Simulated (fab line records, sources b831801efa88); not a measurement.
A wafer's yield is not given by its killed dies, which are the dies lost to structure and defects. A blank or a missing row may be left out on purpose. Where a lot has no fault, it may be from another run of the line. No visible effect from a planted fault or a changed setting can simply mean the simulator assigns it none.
fab line records    flow sky130
record lots=6  wafers=18  lastDay=50
route steps=708 shown POLY_GATE@219 LDD_N@237 LDD_P@255 PAD_OPEN@708
lots that met no fault: from a run of the same line without faults
startH: the number of hours between the record's first day and the start of the first shown wafer of the lot    waitH: hours elapsed since this lot's preceding step    " repeats the value in the row above    L1.1+2: a row that stands for several wafers    - no value present, or no start provided    * or withheld: withheld    < > ~ a bound
route shown NAME@n: a module of which the file shows steps, and the number in the route of the first    usual: average and standard deviation across the fault-free wafers    same: alike in all rows    chamber/n: place in a boat    sites: the reading at each site    _std_site: the standard deviation of these    _edge_site: mean of outer sites minus mean of inner sites    radiusMm: for every site, how far away it sits from the centre of the wafer    mask NAME#n: copy n    behind: the last tool/chamber to shape the wafer    hold: why the lot went on hold/how many hours it stayed there/how the hold came to an end    device: transistor that didn't switch, given as n, p or np    end of line: at the end of the route, the tests of the same wafers    where a step has no rows: the recipe by itself    killed: at the first sort, the dies lost to defects and structure; wafer yield is something else    map: dies across one wafer; x = killed, . = not, _ = none there
set.NAME: the setting that was run; set.NAME@STEP: the one run at that earlier step    model.NAME: the simulator's own value behind a step, which no gauge read
certain route steps with their lots: each step a table, each wafer a row
services: a tool's chamber out of use, with start hour (startH, from the record's first day; less than 0 if before it), hours out, and reason
## steps
# step SKY_POLY_GATE_DEHYDRATE_05
# recipe tempC=200  timeS=60
# step SKY_POLY_GATE_HMDS_06
# recipe primeTimeS=60  primeTempC=120
# step SKY_POLY_GATE_COAT_07
# recipe resist=BARC  tempC=withheld  timeS=withheld  spinRpm=3000  resistThkNm=110
# step SKY_POLY_GATE_COAT_08
# recipe resist=KrF-thick  spinRpm=3000  resistThkNm=450
# step SKY_POLY_GATE_SOFTBAKE_09
# recipe tempC=100  timeS=90  resist=KrF-thick
# step SKY_POLY_GATE_EXPOSE_10
# recipe maskId=P1M  na=0.68  sourceShape=conventional  sigmaOuter=0.6  targetCdNm=150  doseMj=28
# step SKY_POLY_GATE_PEB_11
# recipe pebTempC=withheld  pebTimeS=withheld  resist=KrF-thick
# step SKY_POLY_GATE_DEVELOP_12
# recipe developTimeS=60  resist=KrF-thick  devTempC=21
# step SKY_POLY_GATE_CD_MEAS_13
# recipe targetCdNm=150
# usual cdNm=150.2/1.4
lot.wafer  tool      chamber  startH  waitH  cdNm
L413.2     cdSem-02  -        404.65  -      149.5
L413.4     "         -        "       "      149.1
L413.5     "         -        "       "      149.1
L415.3     cdSem-02  -        450.82  -      150.3
L415.4     "         -        "       "      149.8
L415.5     "         -        "       "      151.0
L418.1     cdSem-01  -        480.38  -      149.8
L418.3     "         -        "       "      151.0
L418.4     "         -        "       "      149.7
L420.1     cdSem-02  -        494.43  -      147.0
L420.3     "         -        "       "      147.4
L420.4     "         -        "       "      149.4
L421.1     cdSem-01  -        504.33  -      149.8
L421.3     "         -        "       "      149.8
L421.6     "         -        "       "      150.6
L429.1     cdSem-01  -        558.05  -      151.3
L429.2     "         -        "       "      150.7
L429.6     "         -        "       "      152.2
# step SKY_POLY_GATE_OVL_MEAS_14
# usual POLY_GATE_OVL=-1/5.7
lot.wafer  tool        chamber  startH  waitH  POLY_GATE_OVL[nm]
L413.2     overlay-01  -        404.75  0.1    -1
L413.4     "           -        "       "      -2
L413.5     "           -        "       "      -4
L415.3     overlay-02  -        450.92  0.1    -1
L415.4     "           -        "       "      -3
L415.5     "           -        "       "      0
L418.1     overlay-01  -        480.50  0.1    2
L418.3     "           -        "       "      1
L418.4     "           -        "       "      -4
L420.1     overlay-01  -        494.55  0.1    0
L420.3     "           -        "       "      -4
L420.4     "           -        "       "      3
L421.1     overlay-01  -        504.45  0.1    -9
L421.3     "           -        "       "      -4
L421.6     "           -        "       "      -6
L429.1     overlay-01  -        558.17  0.1    -2
L429.2     "           -        "       "      -4
L429.6     "           -        "       "      2
# step SKY_POLY_GATE_ETCH_15
# recipe chemistry=N2/H2  target=BARC  ionEnergyEv=200  sourceW=500  biasW=100  pressureMtorr=30  n2FlowSccm=100  h2FlowSccm=200  stopOn=SiO2  timeS=118.5  targetDepthA=1100
# usual drypumpMotorCurrentA=5.5/0.47  h2FlowSccm=199.9/0.59  n2FlowSccm=100.0/0.33  oesProductAu=0.717/0.0043  throttleValvePct=13.212/0.0088
lot.wafer  tool        chamber  startH  waitH  drypumpMotorCurrentA  h2FlowSccm  n2FlowSccm  oesProductAu  rfHoursCounterH  throttleValvePct
L413.2     rieDiel-02  0        404.78  0.0    5.9                   200.3       99.4        0.718         66               13.224
L413.4     "           2        "       "      6.4                   199.9       99.8        0.715         -                13.216
L413.5     "           2        "       "      6.4                   200.7       99.7        0.715         -                13.219
L415.3     rieDiel-04  0        450.94  0.0    5.4                   198.7       99.9        0.717         39               13.194
L415.4     "           1        "       "      5.0                   199.9       100.1       0.715         54               13.218
L415.5     "           0        "       "      5.4                   199.0       99.7        0.715         -                13.202
L418.1     rieDiel-01  0        480.53  0.0    5.8                   199.8       99.5        0.721         18               13.212
L418.3     "           3        "       "      5.5                   198.5       100.7       0.712         93               13.212
L418.4     "           1        "       "      5.6                   201.0       99.5        0.711         16               13.215
L420.1     rieDiel-04  3        494.58  0.0    6.0                   200.5       99.9        0.714         2                13.203
L420.3     "           1        "       "      5.0                   199.9       99.3        0.716         55               13.206
L420.4     "           2        "       "      4.9                   199.0       99.6        0.708         16               13.208
L421.1     rieDiel-01  0        504.49  0.0    5.8                   199.8       100.5       0.717         18               13.216
L421.3     "           2        "       "      4.8                   199.7       99.8        0.716         31               13.206
L421.6     "           0        "       "      5.8                   199.8       100.1       0.726         -                13.224
L429.1     rieDiel-02  0        558.20  0.0    6.0                   199.4       100.0       0.717         70               13.207
L429.2     "           2        "       "      6.4                   200.6       99.4        0.714         57               13.214
L429.6     "           2        "       "      6.3                   199.6       99.9        0.716         -                13.228
# step SKY_POLY_GATE_ETCH_16
# recipe stopOn=poly-Si  chemistry=CH3F/O2  target=Si3N4  sourceW=400  biasW=80  pressureMtorr=25  ch3fFlowSccm=40  O2_flow_sccm=30  timeS=147.5  targetDepthA=750
# usual drypumpMotorCurrentA=5.5/0.47  oesProductAu=0.641/0.0054  throttleValvePct=10.534/0.0092
lot.wafer  tool        chamber  startH  waitH  drypumpMotorCurrentA  oesProductAu  rfHoursCounterH  throttleValvePct
L413.2     rieDiel-02  0        404.91  0.1    5.9                   0.643         67               10.543
L413.4     "           2        "       "      6.4                   0.645         -                10.560
L413.5     "           2        "       "      6.4                   0.646         -                10.531
L415.3     rieDiel-04  0        451.02  0.0    5.5                   0.645         39               10.528
L415.4     "           1        "       "      4.9                   0.643         54               10.526
L415.5     "           0        "       "      5.5                   0.650         -                10.534
L418.1     rieDiel-01  0        480.62  0.0    5.8                   0.640         18               10.554
L418.3     "           3        "       "      5.5                   0.636         93               10.536
L418.4     "           1        "       "      5.6                   0.640         16               10.539
L420.1     rieDiel-04  3        494.67  0.0    6.0                   0.638         2                10.542
L420.3     "           1        "       "      5.0                   0.640         55               10.531
L420.4     "           2        "       "      4.9                   0.644         16               10.537
L421.1     rieDiel-01  0        504.57  0.0    5.8                   0.645         18               10.550
L421.3     "           2        "       "      4.8                   0.637         31               10.540
L421.6     "           0        "       "      5.8                   0.637         -                10.549
L429.1     rieDiel-02  0        558.29  0.0    6.0                   0.641         70               10.537
L429.2     "           2        "       "      6.4                   0.644         58               10.532
L429.6     "           2        "       "      6.4                   0.636         -                10.535
# step SKY_POLY_GATE_ETCH_17
# recipe targetDepthNm=180  stopOn=SiO2  overEtchFrac=0.56667  chemistry=HBr/Cl2  target=poly-Si  icpW=400  biasW=100  pressureMtorr=10  HBr_flow_sccm=150  Cl2_flow_sccm=50  timeS=70.5
# usual drypumpMotorCurrentA=5.82/0.28  oesProductAu=0.984/0.0075  throttleValvePct=33.685/0.0097
lot.wafer  tool      chamber  startH  waitH  drypumpMotorCurrentA  oesProductAu  rfHoursCounterH  throttleValvePct
L413.2     rieSi-01  1        405.06  0.1    5.89                  0.983         0                33.675
L413.4     "         0        "       "      5.45                  0.982         -                33.687
L413.5     "         1        "       "      5.85                  0.967         -                33.696
L415.3     rieSi-01  0        451.12  0.0    5.46                  0.980         2                33.696
L415.4     "         2        "       "      5.91                  0.987         2                33.680
L415.5     "         0        "       "      5.47                  0.970         -                33.679
L418.1     rieSi-01  0        480.71  0.0    5.44                  0.980         3                33.680
L418.3     "         3        "       "      6.29                  0.982         19               33.685
L418.4     "         2        "       "      5.93                  0.991         2                33.688
L420.1     rieSi-01  0        494.76  0.0    5.50                  0.983         3                33.697
L420.3     "         3        "       "      6.28                  0.997         19               33.686
L420.4     "         1        "       "      5.86                  0.980         1                33.687
L421.1     rieSi-01  1        504.67  0.0    5.86                  0.982         1                33.678
L421.3     "         2        "       "      5.92                  0.980         2                33.695
L421.6     "         2        "       "      5.94                  0.991         -                33.690
L429.1     rieSi-02  3        558.38  0.0    5.98                  0.991         2                33.692
L429.2     "         0        "       "      5.96                  0.992         2                33.695
L429.6     "         2        "       "      5.38                  0.973         -                33.694
# step SKY_POLY_GATE_STRIP_18
# recipe chemistry=O2/N2  powerW=1400  pressureMtorr=1500  platenTempC=withheld  o2FlowSccm=3000  n2FlowSccm=300  overashFraction=0.5
# usual drypumpMotorCurrentA=5.6/0.59  n2FlowSccm=299.9/0.85  o2FlowSccm=3002/9.3  oesProductAu=0.361/0.005  stripTimeToEndpointS=3.17/0.038
lot.wafer  tool            chamber  startH  waitH  drypumpMotorCurrentA  n2FlowSccm  o2FlowSccm  oesProductAu  rfHoursCounterH  stripTimeToEndpointS
L413.2     plasmaAsher-02  1        405.11  0.0    5.4                   300.8       3010        0.364         72               3.21
L413.4     "               0        "       "      6.3                   299.3       2995        0.360         -                3.18
L413.5     "               1        "       "      5.4                   299.7       3006        0.358         -                3.20
L415.3     plasmaAsher-01  1        451.21  0.1    5.0                   300.9       3018        0.365         -                3.19
L415.4     "               0        "       "      6.4                   299.6       3015        0.364         -                3.13
L415.5     "               1        "       "      5.0                   299.8       3003        0.363         -                3.19
L418.1     plasmaAsher-01  0        480.77  0.0    6.4                   299.8       3014        0.355         78               3.19
L418.3     "               1        "       "      5.0                   300.4       2996        0.359         -                3.13
L418.4     "               0        "       "      6.4                   300.6       3014        0.362         -                3.11
L420.1     plasmaAsher-04  0        494.82  0.0    5.9                   298.6       2999        0.368         69               3.18
L420.3     "               0        "       "      5.9                   299.3       2999        0.361         -                3.15
L420.4     "               1        "       "      5.0                   300.5       3003        0.360         -                3.28
L421.1     plasmaAsher-04  1        504.73  0.0    5.0                   299.8       3010        0.367         70               3.18
L421.3     "               0        "       "      5.9                   298.6       2975        0.365         -                3.17
L421.6     "               0        "       "      5.9                   299.0       3007        0.357         -                3.14
L429.1     plasmaAsher-01  0        558.44  0.0    6.4                   299.1       2997        0.361         86               3.20
L429.2     "               1        "       "      5.0                   300.8       3002        0.370         86               3.18
L429.6     "               1        "       "      5.0                   301.3       3004        0.363         -                3.18
# step SKY_POLY_GATE_CLEAN_19
# recipe chemistry=SC1/SC2  mix=1:4:20  tempC=70  timeS=150  dry=n2Spin
# step SKY_POLY_GATE_OXIDATION_20
# recipe tempC=850  ambient=O2  stabiliseS=600  purgeS=300  targetThkA=40  oxTimeS=899
# step SKY_POLY_GATE_THK_MEAS_21
# recipe reads=SiO2_of_POLY_GATE_OXIDATION_20
# usual POLY_GATE_OXIDATION_THK=3.99/0.098
lot.wafer  tool          chamber  startH  waitH  POLY_GATE_OXIDATION_THK[nm]
L413.2     filmMetro-01  -        411.81  0.0    3.91
L413.4     "             -        "       "      3.94
L413.5     "             -        "       "      3.84
L415.3     filmMetro-02  -        456.12  0.0    4.05
L415.4     "             -        "       "      3.98
L415.5     "             -        "       "      4.04
L418.1     filmMetro-01  -        485.20  0.0    3.98
L418.3     "             -        "       "      4.14
L418.4     "             -        "       "      4.04
L420.1     filmMetro-02  -        496.47  0.0    4.04
L420.3     "             -        "       "      4.00
L420.4     "             -        "       "      4.00
L421.1     filmMetro-01  -        506.98  0.0    3.93
L421.3     "             -        "       "      3.97
L421.6     "             -        "       "      3.98
L429.1     filmMetro-01  -        561.07  0.0    3.99
L429.2     "             -        "       "      3.94
L429.6     "             -        "       "      4.04
# step SKY_POLY_GATE_CD_MEAS_22
# usual cdNm=150.7/2.1
lot.wafer  tool      chamber  startH  waitH  cdNm
L413.2     cdSem-01  -        411.88  0.1    146.0
L413.4     "         -        "       "      150.3
L413.5     "         -        "       "      147.3
L415.3     cdSem-01  -        456.22  0.1    152.8
L415.4     "         -        "       "      150.5
L415.5     "         -        "       "      152.9
L418.1     cdSem-02  -        485.26  0.1    151.7
L418.3     "         -        "       "      154.2
L418.4     "         -        "       "      150.8
L420.1     cdSem-01  -        496.53  0.1    147.0
L420.3     "         -        "       "      146.8
L420.4     "         -        "       "      149.0
L421.1     cdSem-02  -        507.04  0.1    148.8
L421.3     "         -        "       "      148.2
L421.6     "         -        "       "      150.4
L429.1     cdSem-01  -        561.13  0.1    150.3
L429.2     "         -        "       "      154.8
L429.6     "         -        "       "      155.0
# step SKY_LDD_N_DEHYDRATE_00
# recipe tempC=200  timeS=60
# step SKY_LDD_N_HMDS_01
# recipe primeTimeS=60  primeTempC=120
# step SKY_LDD_N_COAT_02
# recipe resist=NOVOLAK  spinRpm=3000  resistThkNm=300
# step SKY_LDD_N_SOFTBAKE_03
# recipe tempC=90  timeS=60  resist=NOVOLAK
# step SKY_LDD_N_EXPOSE_04
# recipe maskId=NTM  targetCdNm=840  na=0.6  sourceShape=conventional  sigmaOuter=0.6  doseMj=110
# step SKY_LDD_N_PEB_05
# recipe tempC=withheld  timeS=*  resist=NOVOLAK
# step SKY_LDD_N_DEVELOP_06
# recipe developTimeS=60  devTempC=23.34
# step SKY_LDD_N_OVL_MEAS_07
# usual LDD_N_OVL=-0.3/1.6
lot.wafer  tool        chamber  startH  waitH  LDD_N_OVL[nm]
L413.2     overlay-02  -        440.46  0.1    0.1
L413.4     "           -        "       "      -2.3
L413.5     "           -        "       "      -0.4
L415.3     overlay-02  -        485.74  0.1    -1.2
L415.4     "           -        "       "      -2.3
L415.5     "           -        "       "      -1.0
L418.1     overlay-02  -        515.73  0.1    0.1
L418.3     "           -        "       "      0.8
L418.4     "           -        "       "      -0.2
L420.1     overlay-02  -        526.93  0.1    -2.2
L420.3     "           -        "       "      -2.8
L420.4     "           -        "       "      -4.9
L421.1     overlay-02  -        537.28  0.1    2.0
L421.3     "           -        "       "      2.8
L421.6     "           -        "       "      2.0
L429.1     overlay-02  -        590.24  0.1    0.1
L429.2     "           -        "       "      0.1
L429.6     "           -        "       "      0.4
# step SKY_LDD_N_IMPLANT_08
# recipe species=As  energyKev=20  doseCm2=7.5e+13  tiltDeg=withheld  rotationDeg=23
# step SKY_LDD_N_IMPLANT_09
# recipe species=As  energyKev=20  doseCm2=7.5e+13  tiltDeg=withheld  rotationDeg=113
# step SKY_LDD_N_IMPLANT_10
# recipe species=As  energyKev=20  doseCm2=7.5e+13  tiltDeg=withheld  rotationDeg=203
# step SKY_LDD_N_IMPLANT_11
# recipe species=As  energyKev=20  doseCm2=7.5e+13  tiltDeg=withheld  rotationDeg=293
# step SKY_LDD_N_IMPLANT_12
# recipe species=BF2  energyKev=50  doseCm2=5e+12  tiltDeg=30  rotationDeg=0
# step SKY_LDD_N_IMPLANT_13
# recipe species=BF2  energyKev=50  doseCm2=5e+12  tiltDeg=30  rotationDeg=90
# step SKY_LDD_N_IMPLANT_14
# recipe species=BF2  energyKev=50.92  doseCm2=5e+12  tiltDeg=30  rotationDeg=180
# step SKY_LDD_N_IMPLANT_15
# recipe species=BF2  energyKev=50  doseCm2=5e+12  tiltDeg=30  rotationDeg=270
# step SKY_LDD_N_STRIP_16
# recipe chemistry=O2/N2  powerW=1400  pressureMtorr=1500  platenTempC=withheld  o2FlowSccm=3000  n2FlowSccm=300  overashFraction=0.5
# usual drypumpMotorCurrentA=5.6/0.47  n2FlowSccm=299.9/0.84  o2FlowSccm=3002/9.3  oesProductAu=0.407/0.0048  stripTimeToEndpointS=4.315/0.015
lot.wafer  tool            chamber  startH  waitH  drypumpMotorCurrentA  n2FlowSccm  o2FlowSccm  oesProductAu  rfHoursCounterH  stripTimeToEndpointS
L413.2     plasmaAsher-04  0        441.69  0.1    5.9                   300.0       3017        0.397         64               4.302
L413.4     "               1        "       "      5.0                   299.9       2998        0.411         -                4.318
L413.5     "               0        "       "      5.9                   300.4       3001        0.406         -                4.298
L415.3     plasmaAsher-01  0        487.00  0.1    6.4                   299.3       3003        0.410         -                4.309
L415.4     "               1        "       "      5.0                   299.2       3002        0.417         -                4.338
L415.5     "               0        "       "      6.4                   300.0       2988        0.406         -                4.322
L418.1     plasmaAsher-03  0        516.96  0.1    5.9                   299.8       2998        0.408         41               4.308
L418.3     "               1        "       "      5.6                   299.9       2996        0.407         -                4.312
L418.4     "               0        "       "      5.9                   299.9       2994        0.408         -                4.322
L420.1     plasmaAsher-04  1        528.16  0.1    5.0                   300.2       2986        0.403         73               4.303
L420.3     "               1        "       "      5.0                   299.8       2976        0.412         -                4.284
L420.4     "               0        "       "      5.9                   299.5       3020        0.410         -                4.316
L421.1     plasmaAsher-01  0        538.51  0.1    6.4                   299.9       3002        0.407         84               4.325
L421.3     "               0        "       "      6.4                   298.9       2995        0.402         -                4.324
L421.6     "               1        "       "      5.0                   298.7       3008        0.408         -                4.330
L429.1     plasmaAsher-03  1        591.48  0.1    5.7                   300.1       2996        0.406         48               4.332
L429.2     "               0        "       "      5.9                   299.1       3013        0.415         48               4.316
L429.6     "               1        "       "      5.6                   299.8       2990        0.416         -                4.347
# step SKY_LDD_N_TW_MEAS_17
# usual LDD_N_TW=2569/17
lot.wafer  tool          chamber  startH  waitH  LDD_N_TW
L413.2     filmMetro-04  -        441.80  0.1    2580
L413.4     "             -        "       "      2586
L413.5     "             -        "       "      2586
L415.3     filmMetro-01  -        487.08  0.1    2546
L415.4     "             -        "       "      2554
L415.5     "             -        "       "      2554
L418.1     filmMetro-03  -        517.06  0.1    2591
L418.3     "             -        "       "      2588
L418.4     "             -        "       "      2582
L420.1     filmMetro-03  -        528.26  0.1    2588
L420.3     "             -        "       "      2599
L420.4     "             -        "       "      2596
L421.1     filmMetro-04  -        538.61  0.1    2583
L421.3     "             -        "       "      2573
L421.6     "             -        "       "      2566
L429.1     filmMetro-03  -        591.58  0.1    2592
L429.2     "             -        "       "      2585
L429.6     "             -        "       "      2583
# step SKY_LDD_P_DEHYDRATE_00
# recipe tempC=200  timeS=60
# step SKY_LDD_P_HMDS_01
# recipe primeTimeS=60  primeTempC=120
# step SKY_LDD_P_COAT_02
# recipe resist=NOVOLAK  spinRpm=3000  resistThkNm=1140
# step SKY_LDD_P_SOFTBAKE_03
# recipe tempC=90  timeS=60  resist=NOVOLAK
# step SKY_LDD_P_EXPOSE_04
# recipe maskId=PSDM  na=0.6  sourceShape=conventional  sigmaOuter=0.6  polarization=unpolarized  targetCdNm=380  doseMj=138
# step SKY_LDD_P_PEB_05
# recipe tempC=withheld  timeS=*  resist=NOVOLAK
# step SKY_PAD_OPEN_PROBE_99
# usual killed_at_M0_to_M3=44/6.9  killed_at_M4_up=3.3/1.7  killedAtContacts=24/4.7  killedAtFrontEnd=15/4.5  killedAtOther=0.2/0.49  killedDies=86/8.4  killedOpen=47/6.5  killedShort=39/6
# same grossDies=492  killedAtBackSide=0
lot.wafer  tool       chamber  startH   waitH  killed_at_M0_to_M3  killed_at_M4_up  killedAtContacts  killedAtFrontEnd  killedAtOther  killedDies  killedOpen  killedShort
L420.4     prober-02  -        1154.54  0.2    39                  5                18                63                0              125         30          42
L421.1     prober-02  -        1162.67  0.1    33                  7                24                61                1              126         39          37
# killed by level:class
L420.4 POLY_GATE:unspecified=53 CONTACT:geometricParticle:short=6 VIA2:geometricParticle:open=6 METAL1:geometricParticle:short=5 VIA1:geometricParticle:short=5 VIA2:geometricParticle:short=5 LI_CONTACT:geometricParticle:open=4 CONTACT:geometricParticle:open=4
L421.1 POLY_GATE:unspecified=50 CONTACT:geometricParticle:open=8 VIA1:geometricParticle:open=7 VIA2:geometricParticle:open=7 METAL4:geometricParticle:short=7 LI_CONTACT:geometricParticle:open=6 FIELD_ISO:geometricParticle:open=5 CONTACT:geometricParticle:short=5
# map L420.4 (x killed, . not)
__________.........._________
________......x......._______
______..............x..x_____
_____..x..x...x........x.____
____...........x.....x..x.___
___...xx....x....x....xx.x.__
__..x.......x.x......xxxxxxx_
_x.................x.xxxxxxx.
_.x...x........x.xx.xxxxxxxxx
_xx............x....xxxxxxxxx
_....x..........x.x.xxxxxxxxx
_x.......x....x.x....xxxxxx.x
_...........x........xx..x.xx
_.....x...x..................
_.......x...x...x.xxx...xx...
__..x.x..........x.........._
___......x........x...x..x.__
____..x.x..x.........x..x.___
_____..........x..xx.....____
______...........x.....x_____
________xx............_______
__________.xxxxx...._________
# map L421.1 (x killed, . not)
__________..x..x...._________
________..x..........._______
______..x......x...x...._____
_____......x......xxx.xx.____
____xx..x....x......x..xx.___
___...........xx........xx.__
__xx......x.....x..x..xxxxxx_
_.x.....xx.....x..xxxxxxxxxx.
_......x...x.......xxxxxxxxxx
_.........x.xx......xxxxxxxx.
_...x.....x....x.....xxxxxxx.
_.x..............x...xxxxxxx.
_........xx..x.x......x.xx..x
_..........x..x..x...........
_...............x............
__......x................x.._
___.x.x....x............x..__
____.x.x...x..........x..x___
_____......x...xx..x..x..____
______.......x........x._____
________..x..xx.x....._______
__________......xx.._________
## services
tool            chamber  startH  hours  kind
rieDiel-02      3        384.19  -      clean
rieDiel-02      3        384.19  17.8   scheduledDown
rieDiel-02      3        384.19  17.8   ventCycle
rieDiel-02      1        389.34  15.6   repair
rieSi-01        3        391.24  15.0   repair
rieDiel-04      -        403.34  14.6   pm
rieDiel-02      3        404.27  41.1   repair
rieSi-01        -        408.11  0.6    repair
plasmaAsher-02  -        421.25  9.0    pm
rieDiel-04      2        429.45  7.3    repair
plasmaAsher-01  -        440.68  2.9    repair
rieDiel-02      -        441.90  0.7    repair
rieSi-01        -        448.23  2.8    pm
rieSi-02        0        463.99  7.0    repair
rieDiel-02      1        476.08  4.5    repair
rieDiel-01      1        481.52  1.5    repair
rieDiel-01      3        492.37  -      clean
plasmaAsher-02  -        502.00  13.2   repair
rieSi-02        3        533.55  2.9    repair
rieSi-01        2        537.80  1.9    repair
rieDiel-01      3        551.03  62.2   repair
rieDiel-01      0        553.52  1.7    repair
rieDiel-01      0        565.22  18.6   repair
rieSi-02        -        570.33  14.6   pm
## key
firstSign step=SKY_PAD_OPEN_PROBE_99  reading=killedAtFrontEnd  direction=up  sigmas=10  usual=15  struck=62
effect step=SKY_PAD_OPEN_PROBE_99  reading=killedDies  direction=up  sigmas=4.6  usual=86  struck=126
metAt SKY_POLY_GATE_ETCH_17
struckWafers L420.4,L421.1
testerLeftOut L420,L421
onsetBetween 405.06 494.76
fault kind=chamberParticleSource  tool=rieSi-01  chamber=1  onsetH=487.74  steps=SKY_POLY_GATE_ETCH_17  ratePerVisitCm2=1.0102  endH=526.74
# testerLeftOut: of these lots the tester's yield and bins aren't shown, on N5 and GAA mostly nor the transistor test; their killed dies are dies lost to structure and defects alone, not to doping, threshold or leakage, so they don't give the yield
